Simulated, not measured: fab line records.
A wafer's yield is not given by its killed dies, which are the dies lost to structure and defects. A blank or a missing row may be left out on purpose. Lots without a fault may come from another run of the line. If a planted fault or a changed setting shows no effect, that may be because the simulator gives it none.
Comparing a struck lot with a sound one + flow sfq line + 37 out of 325 route steps
Sound: wafers L829.4, L829.5, L829.6. Struck: wafer L835.6; the same lot's L835.3 was not struck, so it is left out; see the end for the cause.
For every step that has rows: the tool of each side, followed by ch and its chambers, followed by its first start. Under that, the readings that differ: sound wafers + struck wafers + difference of the means + sigmas: that difference in standard deviations of wafers without a fault.
alike: readings with means less than 2 such deviations apart, plus words and numbers identical on both sides. not compared: withheld readings, readings lacking a value on some wafer, bounds such as >300 that could conceal the same value, and numbers that have no deviation in the record and whose values overlap.
A row with sigmas, a row that says differs or no value, or rows on one side alone: a step with any of these is where the two part. Numbers that don't overlap but have no deviation are shown without sigmas and don't part them. A reading that every wafer of one side lacks parts them only if that side has two wafers or more.

SFQ_R5_THK_MEAS_934: measures by xrf.
  sound on film metro-04, day 73 22:35; struck on film metro-03, day 75 19:26
  alike: R5_MONX_THK
then, 6 steps without rows for these wafers: SFQ_TRILAYER_R5_LITHO_COAT_141 (resist thk 62 nm); SFQ_TRILAYER_R5_LITHO_COAT_136 (resist thk 600 nm); SFQ_TRILAYER_R5_LITHO_SOFTBAKE_140; SFQ_TRILAYER_R5_LITHO_EXPOSE_137 (exposes mask R5, target cd 500 nm); SFQ_TRILAYER_R5_LITHO_PEB_139 (peb time 60 s); SFQ_TRILAYER_R5_LITHO_DEVELOP_138 (time 60 s).
SFQ_R5_OVL_MEAS_935:
  sound on overlay-02, day 74 05:12; struck on overlay-02, day 75 21:44
| reading     | sound    | struck | difference | sigmas |
|-------------|----------|--------|------------|--------|
| R5_OVL (nm) | -2 -2 -2 | 9      | +11        | +2     |
then, 1 step without rows for these wafers: SFQ_TRILAYER_R5_BARC_OPEN_METAL_ETCH_177 (etches BARC in O2, target depth 125 nm, time 41.7 s).
SFQ_TRILAYER_R5_ETCH_METAL_ETCH_139: etches the open film in Cl2, stops on SiO2, target depth 60 nm, time 40 s.
  sound on rie metal-02 ch 0,1, day 74 05:18; struck on rie metal-04 ch 1, day 75 21:51
  alike: drypump motor current A, oes product au
  not compared: rf hours counter h
then, 2 steps without rows for these wafers: SFQ_TRILAYER_R5_STRIP_STRIP_140 (strips in O2); SFQ_TRILAYER_R5_STRIP_SOLV_CLEAN_141 (cleans in NMP, time 600 s).
SFQ_TRILAYER_A5C_DEP_PECVD_142: deposits SiO2 from SiH4/N2O, time 15.556 s, target thk 70 nm.
  sound on pecvd-03 ch 0,1,2, day 74 06:08; struck on pecvd-03 ch 1, day 75 22:40
| reading                                              | sound             | struck | difference | sigmas |
|------------------------------------------------------|-------------------|--------|------------|--------|
| chamber pressure Torr (Torr)                         | 2.398 2.399 2.390 | 2.408  | +0.012     | +2     |
| model.SiO2_of_TRILAYER_A5C_DEP_PECVD_142.thk nm (nm) | 70.66 72.11 70.91 | 41.64  | -29.59     |        |
  alike: heater power w, throttle valve pct
then, 6 steps without rows for these wafers: SFQ_TRILAYER_I5_LITHO_COAT_149 (resist thk 62 nm); SFQ_TRILAYER_I5_LITHO_COAT_144 (resist thk 650 nm); SFQ_TRILAYER_I5_LITHO_SOFTBAKE_148; SFQ_TRILAYER_I5_LITHO_EXPOSE_145 (exposes mask I5, target cd 700 nm); SFQ_TRILAYER_I5_LITHO_PEB_147 (peb time 60 s); SFQ_TRILAYER_I5_LITHO_DEVELOP_146 (time 60 s).
-- the record jumps here: 4 days lie between the struck wafers' starts before and after --
SFQ_I5_OVL_MEAS_936:
  sound on overlay-02, day 74 17:28; struck on overlay-02, day 79 23:05
  alike: I5_OVL
SFQ_TRILAYER_I5_BARC_OPEN_VIA_ETCH_200: etches BARC in O2, target depth 125 nm, time 41.7 s.
  sound on rie diel-04 ch 1,2, day 74 17:29; struck on rie diel-04 ch 1, day 79 23:06
  alike: drypump motor current A, oes product au
  not compared: rf hours counter h
then, 1 step without rows for these wafers: SFQ_TRILAYER_I5_ETCH_VIA_ETCH_147 (etches the open film in CHF3, stops on Nb, target depth 360 nm).
SFQ_TRILAYER_I5_STRIP_STRIP_148: strips in O2.
  sound on rie metal-04 ch 0,1, day 74 17:53; struck on rie metal-04 ch 1, day 79 23:29
  alike: drypump motor current A, oes product au
  not compared: rf hours counter h
then, 7 steps without rows for these wafers: SFQ_TRILAYER_I5_STRIP_SOLV_CLEAN_149 (cleans in NMP, time 600 s); SFQ_TRILAYER_C5_LITHO_COAT_156 (resist thk 62 nm); SFQ_TRILAYER_C5_LITHO_COAT_151 (resist thk 650 nm); SFQ_TRILAYER_C5_LITHO_SOFTBAKE_155; SFQ_TRILAYER_C5_LITHO_EXPOSE_152 (exposes mask C5, target cd 500 nm); SFQ_TRILAYER_C5_LITHO_PEB_154 (peb time 60 s); SFQ_TRILAYER_C5_LITHO_DEVELOP_153 (time 60 s).
SFQ_C5_OVL_MEAS_937:
  sound on overlay-02, day 75 07:52; struck on overlay-02, day 80 02:20
  alike: C5_OVL
SFQ_TRILAYER_C5_BARC_OPEN_VIA_ETCH_210: etches BARC in O2, target depth 125 nm, time 41.7 s.
  sound on rie diel-02 ch 0,1, day 75 07:53; struck on rie diel-03 ch 2, day 80 02:21
  alike: drypump motor current A, oes product au
  not compared: rf hours counter h
SFQ_TRILAYER_C5_ETCH_VIA_ETCH_154: etches SiO2 in CHF3, stops on Nb, target depth 84 nm.
  sound on rie diel-02 ch 0,1, day 75 07:56; struck on rie diel-03 ch 2, day 80 02:23
| reading                        | sound             | struck | difference | sigmas |
|--------------------------------|-------------------|--------|------------|--------|
| oes product au (a.u.)          | 0.902 0.911 0.897 | 0.691  | -0.212     | -28    |
| model.C5.feature depth nm (nm) | 70.66 72.11 70.91 | 41.64  | -29.59     |        |
| model.etch.depth nm (nm)       | 70.66 72.11 70.91 | 41.64  | -29.59     |        |
  alike: drypump motor current A
then, 2 steps without rows for these wafers: SFQ_TRILAYER_C5_STRIP_STRIP_155 (strips in O2); SFQ_TRILAYER_C5_STRIP_SOLV_CLEAN_156 (cleans in NMP, time 600 s).
SFQ_TRILAYER_M6_DEP_PRE_CLEAN_158: time 22.5 s.
  sound on pvd sputter-06, day 75 08:45; struck on pvd sputter-06, day 80 03:13
| reading                                              | sound             | struck | difference | sigmas |
|------------------------------------------------------|-------------------|--------|------------|--------|
| model.SiO2_of_TRILAYER_A5C_DEP_PECVD_142.thk nm (nm) | 63.16 64.61 63.41 | 34.14  | -29.59     |        |
SFQ_TRILAYER_M6_DEP_SPUTTER_157: material Nb, target thk 200 nm, time 133.3 s.
  sound on pvd sputter-06, day 75 08:47; struck on pvd sputter-06, day 80 03:14
  alike: throttle valve pct

WHERE THEY PART
Last at SFQ_TRILAYER_C5_ETCH_VIA_ETCH_154 as far as this record goes, first at SFQ_R5_OVL_MEAS_935. Later steps at which nothing parts them and some readings are alike: SFQ_TRILAYER_M6_DEP_SPUTTER_157.

WHY: the cause the simulator had injected
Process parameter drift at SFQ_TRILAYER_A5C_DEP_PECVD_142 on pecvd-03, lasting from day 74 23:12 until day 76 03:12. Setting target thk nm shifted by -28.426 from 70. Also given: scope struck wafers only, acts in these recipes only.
